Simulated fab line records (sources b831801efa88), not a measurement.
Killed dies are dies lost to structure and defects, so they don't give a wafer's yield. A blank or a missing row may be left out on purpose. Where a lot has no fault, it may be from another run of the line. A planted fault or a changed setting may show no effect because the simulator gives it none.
What tool caused it? | flow gf180mcu | Sampling: 11 lots, 33 wafers, 5 of 602 route steps

== WHAT THE GAUGES SHOWED, per wafer ==
GF_M1_RS_MEAS_05: uses a four-point probe to measure. Usual: M1_ALCU_RS typically reads 0.0695 ohm/sq, with standard deviation 0.00079.
lot  | measured     | on            | M1_ALCU_RS (ohm/sq)  | flag
L427 | day 16 03:52 | film metro-02 | 0.0689 0.0695 0.0687 |
L430 | day 17 13:40 | film metro-02 | 0.0703 0.0695 0.0688 |
L431 | day 17 23:22 | film metro-02 | 0.0700 0.0696 0.0699 |
L433 | day 18 03:43 | film metro-04 | 0.0688 0.0687 0.0702 |
L434 | day 19 01:13 | film metro-02 | 0.0701 0.0695 0.0709 |
L436 | day 19 06:33 | film metro-02 | 0.0703 0.0710 0.0699 |
L437 | day 19 12:29 | film metro-02 | 0.0685 0.0691 0.0700 |
L445 | day 22 17:20 | film metro-02 | 0.0698 0.0706 0.0703 |
L447 | day 23 09:25 | film metro-04 | 0.0697 0.0690 0.0695 |
L448 | day 23 19:56 | film metro-04 | 0.0692 0.0699 0.0689 |
L450 | day 24 03:35 | film metro-03 | 0.0686 0.0687 0.0684 |

GF_V1_RS_MEAS_24: uses a four-point probe to measure. Usual: V1_W_RS typically reads 0.325 ohm/sq, with standard deviation 0.0037.
lot  | measured     | on            | V1_W_RS (ohm/sq)     | flag
L427 | day 18 03:47 | film metro-02 | 0.321 0.322 0.324    |
L430 | day 19 15:56 | film metro-01 | 0.330 0.323 0.327    |
L431 | day 20 01:10 | film metro-01 | 0.324 0.326 0.327    |
L433 | day 20 06:28 | film metro-02 | 0.334 0.324 0.327    |
L434 | day 21 04:22 | film metro-02 | 44.080 44.132 44.211 | OFF
L436 | day 21 09:29 | film metro-02 | 43.809 43.681 43.738 | OFF
L437 | day 21 14:49 | film metro-02 | 43.638 43.636 43.898 | OFF
L445 | day 24 16:22 | film metro-01 | 0.326 0.322 0.331    |
L447 | day 25 08:04 | film metro-02 | 0.323 0.327 0.319    |
L448 | day 25 18:26 | film metro-01 | 0.325 0.328 0.332    |
L450 | day 26 01:44 | film metro-02 | 0.322 0.328 0.331    |

GF_V1_THK_MEAS_25: measures by xrf. Usual: V1_W_THK typically reads 348 nm, with standard deviation 4.4.
lot  | measured     | on            | V1_W_THK (nm) | flag
L427 | day 18 03:55 | film metro-02 | 351 349 349   |
L430 | day 19 16:03 | film metro-01 | 342 353 348   |
L431 | day 20 01:17 | film metro-01 | 351 349 348   |
L433 | day 20 06:35 | film metro-02 | 337 343 344   |
L434 | day 21 04:28 | film metro-02 | <0 <0 <0      | OFF
L436 | day 21 09:37 | film metro-02 | <0 <0 <0      | OFF
L437 | day 21 14:56 | film metro-02 | <0 <0 <0      | OFF
L445 | day 24 16:28 | film metro-01 | 346 350 339   |
L447 | day 25 08:11 | film metro-02 | 349 345 353   |
L448 | day 25 18:32 | film metro-01 | 349 344 339   |
L450 | day 26 01:51 | film metro-02 | 351 346 340   |

== TOOL THAT RAN EACH LOT (tool first, then ch and the chambers of the sampled wafers, then the start) ==
lot  | GF_V1_ETCH_17                                 | GF_V1_CVD_23
L427 | rie diel-04 ch 1,2, day 18 03:40 or earlier   | cvd w-01 ch 0,1, day 18 03:40
L430 | rie diel-02 ch 0,2,3, day 19 15:49 or earlier | cvd w-02 ch 0,1, day 19 15:49
L431 | rie diel-02 ch 0,2,3, day 20 01:03 or earlier | cvd w-01 ch 0,1, day 20 01:03
L433 | rie diel-03 ch 2,3, day 20 06:20 or earlier   | cvd w-01 ch 0,1, day 20 06:20
L434 | rie diel-04 ch 0,2, day 21 04:16 or earlier   | cvd w-02 ch 0,1, day 21 04:16
L436 | rie diel-04 ch 0,1,2, day 21 09:22 or earlier | cvd w-01 ch 0,1, day 21 09:22
L437 | rie diel-02 ch 0,3, day 21 14:41 or earlier   | cvd w-01 ch 0,1, day 21 14:41
L445 | rie diel-03 ch 0,2,3, day 24 16:14 or earlier | cvd w-01 ch 0,1, day 24 16:14
L447 | rie diel-02 ch 0,3, day 25 07:57 or earlier   | cvd w-01 ch 0,1, day 25 07:57
L448 | rie diel-02 ch 0,1,2, day 25 18:18 or earlier | cvd w-01 ch 0,1, day 25 18:18
L450 | rie diel-02 ch 0,1,2, day 26 01:37 or earlier | cvd w-01 ch 0,1, day 26 01:37
- GF_V1_ETCH_17: etches SiO2 in C4F8/O2/Ar, stops on TiN, target depth 630 nm.
- GF_V1_CVD_23: deposits W, target thk 350 nm, time 105.05 s.

== WHAT THE TOOLS THEMSELVES READ (means of the sampled wafers that have a number; where no wafer has one, the mark that the record gives instead) ==
GF_V1_ETCH_17. Usual: 0.856 a.u. for oes product au, sd 0.005.
lot  | tool        | oes product au (a.u.) | flag
L427 | rie diel-04 | 0.857                 |
L430 | rie diel-02 | 0.856                 |
L431 | rie diel-02 | 0.861                 |
L433 | rie diel-03 | 0.858                 |
L434 | rie diel-04 | 0.854                 |
L436 | rie diel-04 | 0.857                 |
L437 | rie diel-02 | 0.858                 |
L445 | rie diel-03 | 0.859                 |
L447 | rie diel-02 | 0.857                 |
L448 | rie diel-02 | 0.855                 |
L450 | rie diel-02 | 0.849                 |

GF_V1_CVD_23. Usual: chamber pressure Torr 40.00 Torr, standard deviation 0.086; heater power outer w 498 W, standard deviation 51; heater power w 844 W, standard deviation 85.
lot  | tool     | chamber pressure Torr (Torr) | heater power outer w (W) | heater power w (W) | flag
L427 | cvd w-01 | 39.99                        | 501                      | 853                |
L430 | cvd w-02 | 39.94                        | 437                      | 746                |
L431 | cvd w-01 | 40.01                        | 508                      | 859                |
L433 | cvd w-01 | 40.05                        | 517                      | 878                |
L434 | cvd w-02 | -                            | -                        | -                  | OFF
L436 | cvd w-01 | -                            | -                        | -                  | OFF
L437 | cvd w-01 | -                            | -                        | -                  | OFF
L445 | cvd w-01 | 39.91                        | 509                      | 874                |
L447 | cvd w-01 | 39.99                        | 525                      | 861                |
L448 | cvd w-01 | 40.00                        | 496                      | 852                |
L450 | cvd w-01 | 40.01                        | 504                      | 854                |

== THE ANSWER, worked out from the rows above alone ==
Rule: take the mean of a lot's wafers that have a number; if it is more than 3 standard deviations from the usual mean, the lot is off. Also off: a lot with no number at a reading for which 4 or more lots have one. All remaining lots with rows at the step are treated as sound. The gauges are gone through in route order, then the tools' own readings, and for those a lot's mean is taken as printed above. At the first step where some lot is off, the reading lying furthest off is the one used; lots without a number count as furthest.
Off: at GF_V1_RS_MEAS_24 (V1_W_RS), L434, L436, L437.
A tool fits if, at a process step before that reading, it ran every lot that is off, and no sound lot after the first of them. The gauges at GF_V1_RS_MEAS_24 aren't tried: what is off there is off at GF_V1_CVD_23 too, on other tools, and a gauge's error can't cause that. Because GF_V1_ETCH_17 lacks a start for some lots, the hours and order of its lots are taken from GF_V1_CVD_23. Not one of the candidates tried fits.

== WHAT THE SIMULATOR PUT IN ==
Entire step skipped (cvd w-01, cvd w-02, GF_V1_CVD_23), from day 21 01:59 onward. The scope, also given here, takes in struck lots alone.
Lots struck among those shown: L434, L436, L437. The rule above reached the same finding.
